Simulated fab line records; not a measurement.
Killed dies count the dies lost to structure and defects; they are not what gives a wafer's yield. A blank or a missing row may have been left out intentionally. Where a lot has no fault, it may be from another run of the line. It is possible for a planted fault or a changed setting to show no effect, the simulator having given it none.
8D (eight disciplines) problem report, filled in by code / flow gf180mcu / the parts of the form that need people (team, actions taken, sign-off) are left out

1. PROBLEM STATEMENT
Wafers free of any fault read 999 nm (standard deviation 14) for PASSIVATION_CVD_00_THK at GF_PASSIVATION_THK_MEAS_01, against a mean of 1536 nm on 3 wafers of 2 lots. Relative to the usual mean, that is a shift of +38 standard deviations.
First observed at day 29 22:37: wafer L934.1, on film_metro-01. The record holds 36 wafers of 12 lots with a number at this step. Rule for "out" (also "out of limits"): further than 4 standard deviations from the usual mean. The other wafers with a number count as sound.

2. WHAT IT IS AND WHAT IT IS NOT
question=which readings at this step | is=PASSIVATION_CVD_00_THK | is not=-
question=which lots | is=L934, L936 | is not=L929, L930, L932, L933, L942, L945, L946, L947, L950, L951
question=which wafers of those lots | is=L934.1, L936.1, L936.5 | is not=L934.2, L934.3, L936.3
question=read on which gauges | is=film_metro-01, film_metro-02 | is not=film_metro-03
question=when | is=from day 29 22:37 | is not=up to then (14 sound wafers); but 19 sound wafers of L936, L942, L945, L946, L947, L950, L951 came after

3. SUSPECTS, AND WHAT RULES EACH OUT
Counting: any tool at a process step up to the reading remains a suspect provided it ran every lot that is out. Sound lots after the first of them don't rule it out here, since some wafers of a struck lot are sound.
- ruled out: the gauge at GF_PASSIVATION_THK_MEAS_01. 2 gauges (film_metro-01, film_metro-02) read the wafers that are out.
- pecvd-03 at GF_PASSIVATION_CVD_00 (deposits SiO2 from TEOS, target thk 1000 nm, time 111.95 s): kept. Ran every lot that is out, first one L934 (day 29 22:32); last sound lot up to then L933 (day 29 12:00).
- At GF_PASSIVATION_CVD_00, inside pecvd-03: chamber 1 took the wafers that are out, while their sound lot-mates went through chambers 0, 2.
The count leaves pecvd-03 at GF_PASSIVATION_CVD_00.

4. THE CAUSE (what the simulator had put in)
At GF_PASSIVATION_CVD_00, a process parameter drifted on pecvd-03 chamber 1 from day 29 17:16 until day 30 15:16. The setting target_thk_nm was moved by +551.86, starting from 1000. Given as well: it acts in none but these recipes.
After counting, this tool was the only one left.

5. SEQUENCE OF EFFECTS, ordered by route
One row per reading whose mean, taken over the struck wafers that have a number, lies over 3 standard deviations from the usual. Only readings whose record carries a usual standard deviation are examined. hours: median over the lots of the time between each lot's start at the first step of this table that gives one and its start at this step. sigmas: the change, counted in usual standard deviations.
hours=0; step=GF_PASSIVATION_THK_MEAS_01; reading=PASSIVATION_CVD_00_THK; usual=999 nm; on struck wafers=1536; change=+537; sigmas=+38
hours=20; step=GF_PASSIVATION_PROBE_99; reading=defect_limited_yield; usual=90.4 %; on struck wafers=0.0; change=-90.4; sigmas=-70
hours=20; step=GF_PASSIVATION_PROBE_99; reading=killed_at_other; usual=0.1; on struck wafers=445.0; change=+444.9; sigmas=+99 or more
hours=20; step=GF_PASSIVATION_PROBE_99; reading=killed_dies; usual=47; on struck wafers=492; change=+445; sigmas=+67
hours=20; step=GF_PASSIVATION_PROBE_99; reading=killed_on_rim; usual=9.3; on struck wafers=96.0; change=+86.7; sigmas=+31
hours=20; step=GF_PASSIVATION_PROBE_99; reading=sort_bin_5_function; usual=5.6 %; on struck wafers=96.2; change=+90.6; sigmas=+94
hours=20; step=GF_PASSIVATION_PROBE_99; reading=sort_n_pass; usual=445; on struck wafers=0; change=-445; sigmas=-67
hours=20; step=GF_PASSIVATION_PROBE_99; reading=sort_yield_pct; usual=90.4 %; on struck wafers=0.0; change=-90.4; sigmas=-70
It contains these process steps:
- GF_PASSIVATION_PROBE_99

6. WHAT WOULD HAVE CAUGHT IT SOONER
5 hours passed between the start of the fault at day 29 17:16 and the first reading out of limits at a measuring or inspecting step in this record, taken at day 29 22:37.
No tool reading at GF_PASSIVATION_CVD_00 that has a usual standard deviation in the record was out on any struck wafer, so an alarm limit of 4 standard deviations on those readings would not have fired.
Of the lots that are out (2), L936 began GF_PASSIVATION_CVD_00 on pecvd-03 after day 29 22:37. A tool hold placed at that time would have kept it from harm.
